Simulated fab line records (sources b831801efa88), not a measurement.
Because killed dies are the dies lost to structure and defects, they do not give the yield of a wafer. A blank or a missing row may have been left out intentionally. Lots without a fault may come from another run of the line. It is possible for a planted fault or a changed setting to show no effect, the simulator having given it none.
Chamber matching	flow gf180mcu	GF_PASSIVATION_CVD_02 on pecvd-03: 3 sister chambers
The step deposits Si3N4, target thk 700 nm, time 486.18 s. 3 wafers are shown with their chamber, then 10 later ones without.

== WAFERS WITH THEIR CHAMBER ==
wafer	chamber	heaterPowerW (W)
L081.1	0	781
L083.3	2	1088
L083.5	1	912

== WAFERS WITH NO CHAMBER GIVEN ==
wafer	heaterPowerW (W)
L083.6	730
L086.2	1104
L086.5	743
L086.6	1109
L088.2	835
L088.4	873
L088.5	904
L091.1	861
L091.2	1123
L091.3	896

== THE CHAMBER EACH PASSED THROUGH ==
wafer	from the rows above	in truth
L083.6	0	0
L086.2	2	2
L086.5	0	0
L086.6	2	2
L088.2	can't be placed: 0 or 1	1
L088.4	can't be placed: 1 or 0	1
L088.5	1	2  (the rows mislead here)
L091.1	can't be placed: 1 or 0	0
L091.2	2	2
L091.3	1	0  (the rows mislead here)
Placed correctly: 5 of 10. Not placeable from these rows: 3 (in 3, the candidates include the true chamber). Placed wrongly: 2.
How it was worked out, from the rows above alone: a wafer's distance from a chamber is the root of the sum, over the readings, of the square of ((its reading less the chamber's mean) divided by the reading's scatter). The wafer belongs to the nearest chamber; if the next one is less than 2 further off, it can't be placed. For every chamber, the mean is computed from those of its wafers that are shown. The scatter (one wafer shown for each chamber): square how far every hidden wafer sits from the nearest shown wafer, average those squares and take the square root.
